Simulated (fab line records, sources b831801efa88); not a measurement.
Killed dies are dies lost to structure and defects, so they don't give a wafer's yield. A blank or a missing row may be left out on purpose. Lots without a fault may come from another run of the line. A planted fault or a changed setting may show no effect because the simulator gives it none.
Which tool did it? | flow sky130 | 14 lots, 42 wafers sampled, at 5 steps of a route of 708

WHAT THE GAUGES READ, wafer by wafer
SKY_GATE_OXIDE_OVL_MEAS_10.
lot  | measured     | on         | GATE_OXIDE_OVL (nm)
L277 | day 13 16:36 | overlay-01 | 0.1 0.3 0.2
L278 | day 14 00:26 | overlay-02 | -0.5 -0.1 -0.2
L279 | day 14 09:38 | overlay-01 | 3.5 3.6 2.7
L280 | day 15 00:16 | overlay-02 | 2.7 2.0 1.7
L281 | day 15 04:23 | overlay-01 | 1.2 1.0 0.4
L282 | day 15 10:27 | overlay-02 | -0.2 -0.3 -0.2
L283 | day 15 15:39 | overlay-01 | -0.6 1.2 -3.2
L286 | day 16 20:08 | overlay-01 | 0.7 -0.2 0.4
L288 | day 17 12:56 | overlay-01 | 0.9 -0.8 -0.4
L289 | day 18 05:06 | overlay-02 | 2.6 2.9 1.9
L297 | day 21 00:51 | overlay-01 | 0.8 -0.5 1.3
L298 | day 21 05:59 | overlay-02 | 1.0 1.2 0.8
L299 | day 21 13:17 | overlay-02 | -0.2 -0.1 1.5
L300 | day 21 21:00 | overlay-01 | 1.4 0.3 1.3

SKY_POLY_GATE_THK_MEAS_01.
lot  | measured     | on            | POLY_GATE_CVD_00_THK (nm)
L277 | day 13 19:50 | film_metro-01 | 179.4 179.7 179.4
L278 | day 14 04:28 | film_metro-03 | 182.3 184.2 183.6
L279 | day 14 13:55 | film_metro-03 | 182.4 181.2 180.0
L280 | day 15 03:47 | film_metro-01 | 177.2 178.5 177.5
L281 | day 15 08:17 | film_metro-01 | 178.3 180.6 180.1
L282 | day 15 15:51 | film_metro-01 | 177.0 179.1 179.7
L283 | day 15 21:43 | film_metro-02 | 180.9 180.2 179.4
L286 | day 17 00:10 | film_metro-03 | 179.0 178.6 179.4
L288 | day 17 19:40 | film_metro-03 | 246.2 247.2 245.7
L289 | day 18 08:41 | film_metro-02 | 242.3 242.1 243.3
L297 | day 21 04:05 | film_metro-02 | 178.6 178.1 178.6
L298 | day 21 09:14 | film_metro-02 | 179.3 179.5 178.1
L299 | day 21 17:31 | film_metro-01 | 176.8 176.0 179.0
L300 | day 22 00:50 | film_metro-02 | 179.2 179.2 178.9

WHICH TOOL RAN EACH LOT (tool, then ch and the chambers of the sampled wafers, then the start)
lot  | SKY_SONOS_ONO_STRIP_17               | SKY_GATE_OXIDE_STRIP_13              | SKY_POLY_GATE_CVD_00
L277 | plasma_asher-02 ch 0, day 12 13:14   | plasma_asher-04 ch 0,1, day 13 16:53 | lpcvd-01 ch 1, day 13 18:38
L278 | plasma_asher-03 ch 0,1, day 12 20:29 | plasma_asher-04 ch 0,1, day 14 00:44 | lpcvd-01 ch 0, day 14 03:16
L279 | plasma_asher-02 ch 0,1, day 13 04:34 | plasma_asher-02 ch 0, day 14 09:56   | lpcvd-01 ch 0, day 14 12:43
L280 | plasma_asher-02 ch 0,1, day 13 17:58 | plasma_asher-02 ch 0,1, day 15 00:34 | lpcvd-01 ch 0, day 15 02:33
L281 | plasma_asher-02 ch 0,1, day 14 00:07 | plasma_asher-01 ch 0,1, day 15 04:41 | lpcvd-01 ch 1, day 15 07:05
L282 | plasma_asher-02 ch 0,1, day 14 05:20 | plasma_asher-01 ch 0,1, day 15 10:45 | lpcvd-01 ch 0, day 15 14:37
L283 | plasma_asher-04 ch 0,1, day 14 11:05 | plasma_asher-04 ch 0, day 15 15:56   | lpcvd-01 ch 1, day 15 20:31
L286 | plasma_asher-04 ch 0,1, day 15 13:32 | plasma_asher-04 ch 0,1, day 16 20:26 | lpcvd-01 ch 0, day 16 22:58
L288 | plasma_asher-02 ch 0,1, day 16 05:50 | plasma_asher-01 ch 0,1, day 17 13:15 | lpcvd-01 ch 1, day 17 18:26
L289 | plasma_asher-02 ch 0,1, day 16 22:14 | plasma_asher-01 ch 0,1, day 18 05:31 | lpcvd-01 ch 1, day 18 07:28
L297 | plasma_asher-02 ch 0,1, day 19 15:23 | plasma_asher-04 ch 0,1, day 21 01:09 | lpcvd-01 ch 1, day 21 02:52
L298 | plasma_asher-03 ch 0,1, day 19 21:25 | plasma_asher-02 ch 0,1, day 21 06:19 | lpcvd-01 ch 0, day 21 08:01
L299 | plasma_asher-03 ch 0,1, day 20 04:31 | plasma_asher-01 ch 0,1, day 21 13:34 | lpcvd-01 ch 0, day 21 16:19
L300 | plasma_asher-02 ch 0,1, day 20 08:58 | plasma_asher-04 ch 0,1, day 21 21:17 | lpcvd-01 ch 0, day 21 23:01
- SKY_SONOS_ONO_STRIP_17: strips in O2/N2.
- SKY_GATE_OXIDE_STRIP_13: strips in O2/N2.
- SKY_POLY_GATE_CVD_00: deposits poly-Si, target thk 180 nm, time 720 s.

WHAT THE TOOLS THEMSELVES READ (means of the sampled wafers that have a number; where no wafer has one, the mark that the record gives instead)
SKY_SONOS_ONO_STRIP_17.
lot  | tool            | drypump_motor_current_A (A) | oes_product_au (a.u.) | strip_time_to_endpoint_s (s)
L277 | plasma_asher-02 | 5.2                         | 0.714                 | 14.12
L278 | plasma_asher-03 | 5.6                         | 0.706                 | 14.08
L279 | plasma_asher-02 | 5.6                         | 0.709                 | 14.07
L280 | plasma_asher-02 | 5.5                         | 0.708                 | 14.06
L281 | plasma_asher-02 | 5.5                         | 0.713                 | 14.07
L282 | plasma_asher-02 | 5.6                         | 0.710                 | 14.10
L283 | plasma_asher-04 | 6.1                         | 0.712                 | 14.13
L286 | plasma_asher-04 | 5.8                         | 0.713                 | 14.11
L288 | plasma_asher-02 | 5.9                         | 0.704                 | 14.10
L289 | plasma_asher-02 | 5.9                         | 0.712                 | 13.96
L297 | plasma_asher-02 | 5.6                         | 0.712                 | 14.12
L298 | plasma_asher-03 | 5.6                         | 0.709                 | 14.03
L299 | plasma_asher-03 | 5.4                         | 0.710                 | 14.03
L300 | plasma_asher-02 | 5.9                         | 0.706                 | 14.09

SKY_GATE_OXIDE_STRIP_13.
lot  | tool            | drypump_motor_current_A (A) | oes_product_au (a.u.) | strip_time_to_endpoint_s (s)
L277 | plasma_asher-04 | 5.8                         | 0.715                 | 14.45
L278 | plasma_asher-04 | 5.8                         | 0.713                 | 14.38
L279 | plasma_asher-02 | 5.2                         | 0.719                 | 14.45
L280 | plasma_asher-02 | 5.6                         | 0.718                 | 14.41
L281 | plasma_asher-01 | 5.4                         | 0.716                 | 14.37
L282 | plasma_asher-01 | 5.4                         | 0.711                 | 14.47
L283 | plasma_asher-04 | 5.6                         | 0.721                 | 14.41
L286 | plasma_asher-04 | 6.1                         | 0.715                 | 14.34
L288 | plasma_asher-01 | 5.4                         | 0.716                 | 14.41
L289 | plasma_asher-01 | 5.5                         | 0.720                 | 14.38
L297 | plasma_asher-04 | 5.8                         | 0.714                 | 14.42
L298 | plasma_asher-02 | 5.6                         | 0.717                 | 14.44
L299 | plasma_asher-01 | 5.4                         | 0.717                 | 14.41
L300 | plasma_asher-04 | 5.8                         | 0.717                 | 14.42

SKY_POLY_GATE_CVD_00.
lot  | tool     | zone_power_bottom_pct (%)
L277 | lpcvd-01 | 13.63
L278 | lpcvd-01 | 13.28
L279 | lpcvd-01 | 13.37
L280 | lpcvd-01 | 13.33
L281 | lpcvd-01 | 13.40
L282 | lpcvd-01 | 13.30
L283 | lpcvd-01 | 13.51
L286 | lpcvd-01 | 13.35
L288 | lpcvd-01 | 13.43
L289 | lpcvd-01 | 13.47
L297 | lpcvd-01 | 13.54
L298 | lpcvd-01 | 13.44
L299 | lpcvd-01 | 13.42
L300 | lpcvd-01 | 13.46

THE ANSWER, worked out from the rows above alone
Rule: what is usual is taken from the lots themselves. Put in order of their means at a reading, lots are off if they are a third of the lots or fewer, leave a main group of 4 or more, and stand apart from it by a gap of 3 or more times the standard deviation of the main group's means; of several such gaps the widest counts. A main group whose means are all the same, to the digits that the tables above print for the reading, isn't used. A lot without any number at a reading at which 4 lots or more have one is off too. The other lots that the step has rows for count as sound. The gauges are gone through in route order, then the tools' own readings, and for those a lot's mean is taken as printed above. The first step at which some lot is off is used, and at that step the reading that is off furthest; a lot without a number counts as furthest.
Off: L288, L289, at SKY_POLY_GATE_THK_MEAS_01 (POLY_GATE_CVD_00_THK). The main group: mean 179.4 nm, standard deviation 1.6.
A tool fits if, at a process step before that reading, it ran every lot that is off, and no sound lot after the first of them. The gauges at SKY_POLY_GATE_THK_MEAS_01 are tried like those tools. None of those tried fits.

WHAT THE SIMULATOR HAD PUT IN
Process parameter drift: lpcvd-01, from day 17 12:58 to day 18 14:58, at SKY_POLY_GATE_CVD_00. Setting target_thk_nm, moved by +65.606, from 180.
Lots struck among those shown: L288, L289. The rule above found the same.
